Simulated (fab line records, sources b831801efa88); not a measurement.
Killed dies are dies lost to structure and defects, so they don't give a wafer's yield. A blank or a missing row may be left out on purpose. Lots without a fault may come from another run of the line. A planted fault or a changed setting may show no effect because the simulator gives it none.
fab line records | flow gf180mcu | part 2 of 2: steps 34 to 42 of 42
record lots=5 wafers=15 last_day=34
route steps=602 shown M4@465 V4@476 MIM@503
lots that met no fault: from a run of the same line without faults
start_h: hours from the record's first day to the start of the lot's first wafer shown | wait_h: hours since the lot's step before | " the same as in the row above | L1.1+2: a row that stands for several wafers | - no value, or no start given | * or withheld: withheld | < > ~ a bound
route shown NAME@n: a module of which the file shows steps, and the number in the route of the first | usual: mean/standard deviation of fault-free wafers | same: alike in all rows | chamber/n: place in a boat | sites: the reading at each site | _std_site: their standard deviation | _edge_site: outer sites' mean less inner sites' | radius_mm: how far each site lies from the wafer's centre | mask NAME#n: copy n | behind: the tool/chamber that last shaped the wafer | hold: why the lot was held/for how many hours/how that ended | device: the transistor (n, p or np) that didn't switch | end of line: the same wafers' tests at the end of the route | a step without rows: its recipe alone | killed: dies lost to structure and defects at the first sort, not the wafer's yield | map: a wafer's dies, x killed, . not, _ none there
set.NAME: the setting as run; set.NAME@STEP: as run at that earlier step | model.NAME: the simulator's own value behind a step, which no gauge read
lots at some steps of the route; a table a step, a row a wafer
services: from which hour (start_h, from the record's first day; less than 0 if before it) a tool's chamber was out of use, for how many hours, and why
## steps
# step GF_V4_SPUTTER_22
# recipe material=TiN target_thk_nm=10 chamber_pressure_pa=5 power_w=3932 time_s=40
# usual throttle_valve_pct=30.0/0.95
# same time_s=40
# columns lot.wafer tool chamber start_h wait_h throttle_valve_pct
L082.3 pvd_sputter-01 - 626.47 0.0 30.3
L082.4 " - " " 30.3
L082.6 " - " " 30.4
L083.2 pvd_sputter-02 - 631.37 0.0 30.1
L083.3 " - " " 28.8
L083.4 " - " " 30.1
L088.2 pvd_sputter-02 - 671.43 0.0 32.2
L088.4 " - " " 30.1
L088.6 " - " " 30.5
L091.1 pvd_sputter-02 - 698.75 0.0 28.9
L091.4 " - " " 30.4
L091.6 " - " " 29.1
L095.2 pvd_sputter-01 - 714.64 0.0 29.7
L095.4 " - " " 30.5
L095.5 " - " " 30.3
# step GF_V4_CVD_23
# recipe material=W target_thk_nm=350 time_s=104.9 temp_c=400 pressure_torr=40
# usual heater_power_w=843/69
# same time_s=104.9
# columns lot.wafer tool chamber start_h wait_h heater_power_w
L082.3 cvd_w-01 0 626.55 0.1 869
L082.4 " 1 " " 851
L082.6 " 0 " " 860
L083.2 cvd_w-01 0 631.41 0.0 856
L083.3 " 0 " " 873
L083.4 " 1 " " 818
L088.2 cvd_w-02 0 671.47 0.0 764
L088.4 " 1 " " 905
L088.6 " 1 " " 922
L091.1 cvd_w-01 1 698.79 0.0 837
L091.4 " 1 " " 854
L091.6 " 1 " " 801
L095.2 cvd_w-02 0 714.68 0.0 767
L095.4 " 0 " " 753
L095.5 " 1 " " 940
# step GF_V4_RS_MEAS_24
# recipe thk_meas_gauge=four-point-probe reads=W_of_V4_CVD_23+TiN_of_V4_SPUTTER_22+Ti_of_V4_SPUTTER_21
# usual V4_W_RS=0.332/0.0032
# columns lot.wafer tool chamber start_h wait_h V4_W_RS[ohm/sq]
L082.3 film_metro-01 - 626.66 0.1 0.333
L082.4 " - " " 0.329
L082.6 " - " " 0.331
L083.2 film_metro-04 - 631.54 0.1 0.336
L083.3 " - " " 0.338
L083.4 " - " " 0.333
L088.2 film_metro-04 - 671.60 0.1 0.330
L088.4 " - " " 0.333
L088.6 " - " " 0.331
L091.1 film_metro-04 - 698.90 0.1 0.329
L091.4 " - " " 0.331
L091.6 " - " " 0.330
L095.2 film_metro-04 - 714.81 0.1 0.330
L095.4 " - " " 0.329
L095.5 " - " " 0.332
# step GF_V4_THK_MEAS_25
# recipe thk_meas_gauge=xrf reads=W_of_V4_CVD_23
# usual V4_W_THK=344/3.1
# columns lot.wafer tool chamber start_h wait_h V4_W_THK[nm]
L082.3 film_metro-01 - 626.76 0.1 342
L082.4 " - " " 346
L082.6 " - " " 345
L083.2 film_metro-04 - 631.65 0.1 340
L083.3 " - " " 337
L083.4 " - " " 343
L088.2 film_metro-04 - 671.71 0.1 346
L088.4 " - " " 344
L088.6 " - " " 346
L091.1 film_metro-04 - 699.02 0.1 346
L091.4 " - " " 342
L091.6 " - " " 345
L095.2 film_metro-04 - 714.92 0.1 345
L095.4 " - " " 346
L095.5 " - " " 342
# step GF_V4_CMP_26
# recipe stop_on=SiO2 down_force_psi=3.5 platen_rpm=60 t_overpolish_s=15 target_thk_nm=0 pad_velocity_m_s=0.94248
# usual motor_current_A=10.7/1.3 overpolish_run_s=14.999/0.0086 time_to_endpoint_s=86/4.4
# columns lot.wafer tool chamber start_h wait_h motor_current_A overpolish_run_s time_to_endpoint_s
L082.4 cmp-02 3 626.80 0.0 14.1 14.999 87
L082.3 " 2 " " 12.5 15.010 88
L082.6 " 3 " " 14.0 15.008 85
L083.2 cmp-01 1 631.70 0.0 9.2 14.992 88
L083.4 " 3 " " 10.9 15.010 85
L083.3 " 0 " " 10.6 14.996 92
L088.4 cmp-01 0 671.76 0.0 10.4 14.986 84
L088.2 " 3 " " 10.8 15.003 81
L088.6 " 0 " " 10.5 14.999 88
L091.1 cmp-01 2 699.08 0.1 10.6 14.998 92
L091.4 " 1 " " 8.9 15.008 83
L091.6 " 3 " " 11.3 14.991 85
L095.4 cmp-01 3 715.23 0.3 11.1 14.985 84
L095.2 " 1 " " 9.0 15.002 89
L095.5 " 3 " " 10.4 15.018 88
# step GF_MIM_SPUTTER_00
# recipe material=Ti target_thk_nm=37.5 arriving_ion_energy_ev=80 substrate_temp_c=200 chamber_pressure_pa=2 power_w=4000 time_s=150
# usual throttle_valve_pct=30.0/1.2
# same time_s=150
# columns lot.wafer tool chamber start_h wait_h throttle_valve_pct
L082.3 pvd_sputter-02 - 627.10 0.1 28.8
L082.4 " - " " 30.4
L082.6 " - " " 28.9
L083.2 pvd_sputter-02 - 632.00 0.2 30.2
L083.3 " - " " 28.8
L083.4 " - " " 32.4
L088.2 pvd_sputter-01 - 672.06 0.1 29.8
L088.4 " - " " 30.4
L088.6 " - " " 30.4
L091.1 pvd_sputter-02 - 699.38 0.2 29.7
L091.4 " - " " 32.4
L091.6 " - " " 32.9
L095.2 pvd_sputter-03 - 715.48 0.1 31.0
L095.4 " - " " 28.2
L095.5 " - " " 29.5
# step GF_MIM_SPUTTER_01
# recipe material=TiN target_thk_nm=30 power_w=6500 time_s=25 chamber_pressure_pa=0.4
# usual throttle_valve_pct=30.0/1.2
# same time_s=25
# columns lot.wafer tool chamber start_h wait_h throttle_valve_pct
L082.3 pvd_sputter-02 - 627.20 0.1 28.8
L082.4 " - " " 30.0
L082.6 " - " " 28.7
L083.2 pvd_sputter-02 - 632.10 0.1 30.1
L083.3 " - " " 29.1
L083.4 " - " " 32.1
L088.2 pvd_sputter-01 - 672.16 0.1 29.5
L088.4 " - " " 30.4
L088.6 " - " " 30.2
L091.1 pvd_sputter-02 - 699.48 0.1 30.1
L091.4 " - " " 32.5
L091.6 " - " " 32.2
L095.2 pvd_sputter-03 - 715.58 0.1 30.9
L095.4 " - " " 28.4
L095.5 " - " " 29.5
# step GF_MIM_SPUTTER_02
# recipe material=AlCu target_thk_nm=450 power_w=10600 time_s=23.9 chamber_pressure_pa=0.4
# usual throttle_valve_pct=30.0/1.2
# same time_s=23.9
# columns lot.wafer tool chamber start_h wait_h throttle_valve_pct
L082.3 pvd_sputter-02 - 627.24 0.0 29.0
L082.4 " - " " 30.3
L082.6 " - " " 28.8
L083.2 pvd_sputter-02 - 632.13 0.0 30.2
L083.3 " - " " 28.9
L083.4 " - " " 32.4
L088.2 pvd_sputter-01 - 672.19 0.0 29.8
L088.4 " - " " 30.5
L088.6 " - " " 30.3
L091.1 pvd_sputter-02 - 699.51 0.0 30.1
L091.4 " - " " 32.3
L091.6 " - " " 32.3
L095.2 pvd_sputter-03 - 715.61 0.0 30.9
L095.4 " - " " 28.6
L095.5 " - " " 29.6
# step GF_MIM_SPUTTER_03
# recipe material=Ti target_thk_nm=10 substrate_temp_c=300 chamber_pressure_pa=0.3 power_w=3000 time_s=6.7
# usual throttle_valve_pct=30.0/1.2
# same time_s=6.7
# columns lot.wafer tool chamber start_h wait_h throttle_valve_pct
L082.3 pvd_sputter-02 - 627.26 0.0 28.8
L082.4 " - " " 30.0
L082.6 " - " " 29.2
L083.2 pvd_sputter-02 - 632.16 0.0 30.0
L083.3 " - " " 28.9
L083.4 " - " " 32.4
L088.2 pvd_sputter-01 - 672.22 0.0 29.7
L088.4 " - " " 30.3
L088.6 " - " " 30.1
L091.1 pvd_sputter-02 - 699.54 0.0 30.4
L091.4 " - " " 32.5
L091.6 " - " " 32.4
L095.2 pvd_sputter-03 - 715.64 0.0 30.9
L095.4 " - " " 28.3
L095.5 " - " " 29.5
## services
# columns tool chamber start_h hours kind
cmp-01 - 572.16 4.0 pm
pvd_sputter-03 - 574.31 8.6 repair
cmp-02 - 578.56 0.9 repair
cmp-01 - 588.67 0.7 repair
cmp-02 - 590.41 0.7 repair
krf_scanner-02 - 596.27 1.3 pm
krf_scanner-02 - 601.16 0.8 pm
krf_scanner-01 - 608.42 0.1 repair
rie_diel-03 1 611.38 4.5 repair
krf_scanner-01 - 614.40 2.1 repair
rie_diel-01 1 632.09 8.3 repair
krf_scanner-02 - 633.67 0.7 repair
krf_scanner-02 - 634.40 1.0 pm
rie_diel-01 3 637.11 8.6 repair
cmp-01 - 643.19 2.5 repair
krf_scanner-01 - 653.47 1.0 pm
rie_diel-01 3 679.61 13.6 repair
rie_diel-03 0 681.35 4.4 repair
pvd_sputter-01 - 688.68 10.1 repair
rie_diel-01 - 690.39 2.0 repair
rie_diel-03 0 698.28 5.4 repair
pvd_sputter-01 - 698.65 5.2 repair
rie_diel-01 3 702.94 1.4 repair
wet_bench-02 - 709.62 1.9 pm
